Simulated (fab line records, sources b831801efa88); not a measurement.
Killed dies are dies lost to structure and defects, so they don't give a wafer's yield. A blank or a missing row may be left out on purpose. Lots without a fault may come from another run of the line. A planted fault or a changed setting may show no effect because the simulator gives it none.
Problem report in the 8D (eight disciplines) form, filled by code | flow sky130 | the parts of the form that need people (team, actions taken, sign-off) are left out

1. THE PROBLEM
dose_ions_cm2 at SKY_GATE_OXIDE_IMPLANT_11 reads a mean of 2.7e+12 on 6 wafers of 2 lots; wafers without a fault read 2.6e+12 with a standard deviation of 3e+09. That is +19 standard deviations from the usual mean.
First seen on wafer L367.2, day 20 03:52, on implanter-04. The record holds 42 wafers of 14 lots with a number at this step. Rule for "out", or "out of limits": more than 4 standard deviations from the usual mean. The other wafers with a number count as sound.

2. WHAT IT IS AND WHAT IT IS NOT
question                    | is                     | is not
which readings at this step | dose_ions_cm2          | -
which lots                  | L367, L368             | L349, L350, L351, L352, L353, L354, L355, L356, L359, L370, L371, L372
which wafers of those lots  | all that have a number | -
read on which tools         | implanter-04           | implanter-02, implanter-03
when                        | from day 20 03:52      | up to then (27 sound wafers); but 9 sound wafers of L370, L371, L372 came after

3. SUSPECTS, AND WHAT RULES EACH OUT
Counting: a tool at a process step up to the reading stays a suspect if it ran every lot that is out and no sound lot after the first of them.
- implanter-04 at SKY_GATE_OXIDE_IMPLANT_11: kept. It ran every lot that is out, first L367 (day 20 03:52), and no sound lot after that; its last sound lot up to then is L356 (day 16 09:58). Its own readings are out on those wafers: dose_ions_cm2.
Left after counting: implanter-04 at SKY_GATE_OXIDE_IMPLANT_11.

4. THE CAUSE (what the simulator had put in)
Process parameter drift: implanter-04, from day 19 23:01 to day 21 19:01, at SKY_GATE_OXIDE_IMPLANT_11. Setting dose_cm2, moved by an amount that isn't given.
Counting left only this tool.

5. THE CHAIN OF EFFECTS, in route order
Each row: a reading whose mean over the struck wafers that have a number lies more than 3 standard deviations from the usual. Only readings for which the record gives a usual standard deviation are gone through. hours: the time from each lot's start at the first step in this table that gives one to its start at this step, as a median over the lots. sigmas: the change in usual standard deviations.
hours | step                      | reading       | usual   | on struck wafers | change   | sigmas
0     | SKY_GATE_OXIDE_IMPLANT_11 | dose_ions_cm2 | 2.6e+12 | 2.7e+12          | +5.8e+10 | +19
The process steps in it:
- SKY_GATE_OXIDE_IMPLANT_11
Later measuring or inspecting steps at which every struck wafer that the step has a row for has a number for every such reading, and none has moved that far: SKY_POLY_GATE_THK_MEAS_01.

6. WHAT WOULD HAVE CAUGHT IT SOONER
In this record the first reading out of limits was taken at day 20 03:52, 5 hours after the fault began at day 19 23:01.
